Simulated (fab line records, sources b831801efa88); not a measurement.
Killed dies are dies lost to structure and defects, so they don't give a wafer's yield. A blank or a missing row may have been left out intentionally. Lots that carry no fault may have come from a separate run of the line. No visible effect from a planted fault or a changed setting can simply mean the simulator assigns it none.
The tool behind it: which one? / flow sky130 / Sampling: 13 lots, 39 wafers, 2 of 708 route steps

## WHAT THE GAUGES SHOWED, per wafer
SKY_FIELD_ISO_THK_MEAS_23. Usual: for FIELD_ISO_OXIDATION_01_THK the level is 11.10 nm and the standard deviation is 0.21.
lot=L219; measured=day 2 17:46; on=film metro-01; FIELD_ISO_OXIDATION_01_THK (nm)=11.24 11.25 11.31; flag=
lot=L218; measured=day 2 18:48; on=film metro-02; FIELD_ISO_OXIDATION_01_THK (nm)=10.72 11.02 10.90; flag=
lot=L222; measured=day 3 11:40; on=film metro-02; FIELD_ISO_OXIDATION_01_THK (nm)=11.04 11.31 11.18; flag=
lot=L223; measured=day 3 19:08; on=film metro-02; FIELD_ISO_OXIDATION_01_THK (nm)=11.12 11.01 11.15; flag=
lot=L227; measured=day 4 13:01; on=film metro-02; FIELD_ISO_OXIDATION_01_THK (nm)=11.41 11.53 11.54; flag=
lot=L228; measured=day 4 19:23; on=film metro-04; FIELD_ISO_OXIDATION_01_THK (nm)=10.99 11.01 10.93; flag=
lot=L229; measured=day 4 20:37; on=film metro-02; FIELD_ISO_OXIDATION_01_THK (nm)=11.30 11.28 11.27; flag=
lot=L230; measured=day 5 02:00; on=film metro-04; FIELD_ISO_OXIDATION_01_THK (nm)=11.49 11.40 11.42; flag=
lot=L231; measured=day 5 08:21; on=film metro-04; FIELD_ISO_OXIDATION_01_THK (nm)=11.12 11.09 11.11; flag=
lot=L233; measured=day 5 20:01; on=film metro-04; FIELD_ISO_OXIDATION_01_THK (nm)=11.34 11.24 11.28; flag=
lot=L234; measured=day 6 00:06; on=film metro-01; FIELD_ISO_OXIDATION_01_THK (nm)=10.91 11.17 11.20; flag=
lot=L238; measured=day 6 23:41; on=film metro-02; FIELD_ISO_OXIDATION_01_THK (nm)=11.12 11.26 11.24; flag=
lot=L240; measured=day 7 08:54; on=film metro-02; FIELD_ISO_OXIDATION_01_THK (nm)=10.60 10.77 10.82; flag=

## EACH LOT AND THE TOOL THAT RAN IT (in order: tool; ch and the chambers of the sampled wafers; start)
lot=L219; SKY_FIELD_ISO_ETCH_14=rie diel-01 ch 1,3, day 2 16:02
lot=L218; SKY_FIELD_ISO_ETCH_14=rie diel-02 ch 0,1, day 2 17:01
lot=L222; SKY_FIELD_ISO_ETCH_14=rie diel-04 ch 0,1,3, day 3 09:56
lot=L223; SKY_FIELD_ISO_ETCH_14=rie diel-01 ch 0,2,3, day 3 17:21
lot=L227; SKY_FIELD_ISO_ETCH_14=rie diel-01 ch 1,3, day 4 09:50
lot=L228; SKY_FIELD_ISO_ETCH_14=rie diel-04 ch 0,2,3, day 4 14:11
lot=L229; SKY_FIELD_ISO_ETCH_14=rie diel-01 ch 0,1,2, day 4 18:53
lot=L230; SKY_FIELD_ISO_ETCH_14=rie diel-04 ch 2,3, day 4 23:44
lot=L231; SKY_FIELD_ISO_ETCH_14=rie diel-04 ch 0,1,3, day 5 05:40
lot=L233; SKY_FIELD_ISO_ETCH_14=rie diel-02 ch 0,1,2, day 5 17:53
lot=L234; SKY_FIELD_ISO_ETCH_14=rie diel-02 ch 1,2,3, day 5 22:07
lot=L238; SKY_FIELD_ISO_ETCH_14=rie diel-02 ch 1,3, day 6 21:08
lot=L240; SKY_FIELD_ISO_ETCH_14=rie diel-01 ch 0,2,3, day 7 06:17
- SKY_FIELD_ISO_ETCH_14: etches BARC in N2/H2, stops on SiO2, time 45.9 s, target depth 60 nm.

## AS READ BY THE TOOLS THEMSELVES (means over the sampled wafers that have a number; for cases with no such wafer, the mark the record gives instead)
SKY_FIELD_ISO_ETCH_14. Usual: drypump motor current A 5.6 A, standard deviation 0.52; oes product au 0.855 a.u., standard deviation 0.0045; throttle valve pct 13.224 %, standard deviation 0.008.
lot=L219; tool=rie diel-01; drypump motor current A (A)=6.3; oes product au (a.u.)=0.857; throttle valve pct (%)=13.227; flag=
lot=L218; tool=rie diel-02; drypump motor current A (A)=5.5; oes product au (a.u.)=0.859; throttle valve pct (%)=13.224; flag=
lot=L222; tool=rie diel-04; drypump motor current A (A)=5.4; oes product au (a.u.)=0.856; throttle valve pct (%)=13.234; flag=
lot=L223; tool=rie diel-01; drypump motor current A (A)=5.5; oes product au (a.u.)=0.851; throttle valve pct (%)=13.224; flag=
lot=L227; tool=rie diel-01; drypump motor current A (A)=6.0; oes product au (a.u.)=0.857; throttle valve pct (%)=13.221; flag=
lot=L228; tool=rie diel-04; drypump motor current A (A)=5.5; oes product au (a.u.)=0.856; throttle valve pct (%)=13.221; flag=
lot=L229; tool=rie diel-01; drypump motor current A (A)=5.8; oes product au (a.u.)=0.858; throttle valve pct (%)=13.224; flag=
lot=L230; tool=rie diel-04; drypump motor current A (A)=5.0; oes product au (a.u.)=0.851; throttle valve pct (%)=13.223; flag=
lot=L231; tool=rie diel-04; drypump motor current A (A)=5.4; oes product au (a.u.)=0.863; throttle valve pct (%)=13.228; flag=
lot=L233; tool=rie diel-02; drypump motor current A (A)=5.7; oes product au (a.u.)=0.854; throttle valve pct (%)=13.225; flag=
lot=L234; tool=rie diel-02; drypump motor current A (A)=5.9; oes product au (a.u.)=0.855; throttle valve pct (%)=13.218; flag=
lot=L238; tool=rie diel-02; drypump motor current A (A)=6.0; oes product au (a.u.)=0.856; throttle valve pct (%)=13.214; flag=
lot=L240; tool=rie diel-01; drypump motor current A (A)=5.5; oes product au (a.u.)=0.854; throttle valve pct (%)=13.226; flag=

## THE ANSWER, worked out from the rows above alone
Rule: lot off if the mean of its wafers having a number is beyond 3 standard deviations from the usual mean. A lot without any number at a reading at which 4 lots or more have one is off too. Where the step has rows for the other lots, those lots are counted as sound. After the gauges, taken in route order, come the tools' own readings; for these a lot's mean is taken, as printed above. At the first step where some lot is off, the reading lying furthest off is the one used; lots without a number count as furthest.
Nothing can be told from this: no lot is off at any reading shown.

## WHAT THE SIMULATOR HAD INSERTED
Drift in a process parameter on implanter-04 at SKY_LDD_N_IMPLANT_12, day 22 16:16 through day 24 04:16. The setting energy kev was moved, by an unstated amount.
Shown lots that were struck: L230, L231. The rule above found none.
